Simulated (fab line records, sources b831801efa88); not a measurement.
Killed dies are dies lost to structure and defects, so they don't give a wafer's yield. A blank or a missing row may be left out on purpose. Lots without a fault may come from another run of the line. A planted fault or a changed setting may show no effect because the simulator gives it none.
Chamber matching | flow gf180mcu | GF_CONTACT_CMP_04 on cmp-01: 4 sister chambers
The step polishes SiO2. 7 wafers are shown with their chamber, then 7 later ones without.

WAFERS WITH THEIR CHAMBER
wafer  | chamber | motor_current_A (A) | time_to_endpoint_s (s)
L078.3 | 2       | 12.9                | 105
L078.4 | 3       | 10.9                | 110
L082.2 | 1       | 10.5                | 103
L082.4 | 0       | 12.3                | 110
L082.6 | 0       | 12.8                | 111
L092.1 | 1       | 10.7                | 106
L092.2 | 2       | 12.8                | 104

WAFERS WITHOUT THEIR CHAMBER
wafer  | motor_current_A (A) | time_to_endpoint_s (s)
L092.3 | 10.5                | 103
L093.1 | 11.0                | 103
L093.2 | 13.0                | 103
L093.4 | 14.3                | 100
L097.1 | 12.8                | 107
L097.2 | 11.2                | 108
L097.5 | 12.5                | 105

WHICH CHAMBER EACH WENT THROUGH
wafer  | from the rows above     | in truth
L092.3 | 1                       | 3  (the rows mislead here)
L093.1 | 1                       | 1
L093.2 | 2                       | 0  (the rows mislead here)
L093.4 | 2                       | 2
L097.1 | can't be placed: 2 or 0 | 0
L097.2 | can't be placed: 3 or 1 | 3
L097.5 | 2                       | 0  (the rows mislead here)
Placed correctly: 2 of 7. Can't be placed from these rows: 2 (the true chamber is among the candidates in 2). Placed wrongly: 3.
How it was worked out, from the rows above alone: a wafer's distance from a chamber is the root of the sum, over the readings, of the square of ((its reading less the chamber's mean) divided by the reading's scatter). The wafer belongs to the nearest chamber; if the next one is less than 2 further off, it can't be placed. A chamber's mean is the mean of its shown wafers. The scatter: the root of (the sum of the squares of (reading less its chamber's mean) over the shown wafers, divided by (wafers less chambers)).
